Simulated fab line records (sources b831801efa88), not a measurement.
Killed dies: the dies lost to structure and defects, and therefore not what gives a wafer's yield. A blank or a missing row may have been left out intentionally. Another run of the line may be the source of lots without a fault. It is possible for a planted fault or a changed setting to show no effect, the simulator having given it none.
8D (eight disciplines) problem report, filled in by code + flow sky130 + the parts of the form that need people (team, actions taken, sign-off) are left out

1. THE PROBLEM
Mean LI_CONTACT_W_RS at SKY_LI_CONTACT_RS_MEAS_22: 0.260 ohm/sq over 3 wafers in 2 lots; fault-free wafers: 0.285 ohm/sq, standard deviation 0.0058. That puts it -4.4 standard deviations away from the usual mean.
The step: measures by four-point-probe.
Seen first at day 35 06:06 on film_metro-01, wafer L175.1. The record holds 36 wafers of 12 lots with a number at this step. The rule behind "out" and "out of limits": a value lying over 4 standard deviations away from the usual mean. The other wafers with a number count as sound.

2. WHAT IT IS; WHAT IT IS NOT
| question                    | is                     | is not                                                              |
|-----------------------------|------------------------|---------------------------------------------------------------------|
| which readings at this step | LI_CONTACT_W_RS        | -                                                                   |
| which lots                  | L175, L177             | L157, L158, L159, L160, L163, L164, L165, L166, L168, L169          |
| which wafers of those lots  | L175.1, L175.5, L177.6 | L175.6, L177.3, L177.5                                              |
| read on which gauges        | film_metro-01          | film_metro-03, film_metro-04                                        |
| when                        | from day 35 06:06      | up to then (31 sound wafers); but 2 sound wafers of L177 came after |

3. THE SUSPECTS, EACH WITH WHAT RULES IT OUT
Counting: if a tool at a process step up to the reading ran every lot that is out, it stays a suspect. Sound lots after the first of them don't rule it out here, since some wafers of a struck lot are sound.
- the gauge at SKY_LI_CONTACT_RS_MEAS_22: ruled out. All the wafers that are out were read on film_metro-01, but those of them that SKY_LI_CONTACT_CVD_21 has rows for are out there too, on other tools.
- cvd_w-01 at SKY_LI_CONTACT_CVD_21 (deposits W, target thk 400 nm, time 120.56 s): kept. Every lot that is out went through it, the first being L175 (day 35 05:58); the last sound lot it ran before that was L168 (day 33 05:07). Out on those wafers are its own readings of chamber_pressure_Torr.
- The sound lot-mates ran in chamber 1 of cvd_w-01 at SKY_LI_CONTACT_CVD_21, but the wafers that are out ran in chamber 0.
After counting, what remains is cvd_w-01 at SKY_LI_CONTACT_CVD_21.

4. THE CAUSE (what the simulator had put in)
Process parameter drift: cvd_w-01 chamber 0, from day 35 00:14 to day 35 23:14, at SKY_LI_CONTACT_CVD_21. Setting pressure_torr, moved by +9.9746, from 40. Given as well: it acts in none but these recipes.
The count eliminated every tool but this one.

5. SEQUENCE OF EFFECTS, ordered by route
Each row: a reading where the mean over the struck wafers with a number is more than 3 standard deviations away from the usual. Readings are gone through only where the record gives a usual standard deviation; hours: the median, over the lots, of the time from a lot's start at the first step in this table giving one to that lot's start at this step; sigmas: the change measured in usual standard deviations.
| hours | step                       | reading               | usual        | on struck wafers | change | sigmas      |
|-------|----------------------------|-----------------------|--------------|------------------|--------|-------------|
| 0     | SKY_LI_CONTACT_CVD_21      | chamber_pressure_Torr | 39.99 Torr   | 49.93            | +9.94  | +99 or more |
| 0     | SKY_LI_CONTACT_RS_MEAS_22  | LI_CONTACT_W_RS       | 0.285 ohm/sq | 0.260            | -0.025 | -4.4        |
| 0     | SKY_LI_CONTACT_THK_MEAS_23 | LI_CONTACT_W_THK      | 382 nm       | 421              | +39    | +4.4        |
It contains these process steps:
- SKY_LI_CONTACT_CVD_21: deposits W, target thk 400 nm, time 120.56 s.

6. HOW IT WOULD HAVE BEEN CAUGHT EARLIER
In this record the first reading out of limits at a measuring or inspecting step was taken at day 35 06:06, 6 hours after the fault began at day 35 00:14.
The tool's own readings at SKY_LI_CONTACT_CVD_21 were out on every struck wafer that the step has a row for (chamber_pressure_Torr): an alarm limit on them would have fired on the first of those.
Lots out: 2; of these, L177 started SKY_LI_CONTACT_CVD_21 on cvd_w-01 after day 35 06:06. Holding the tool at that time would have saved it.
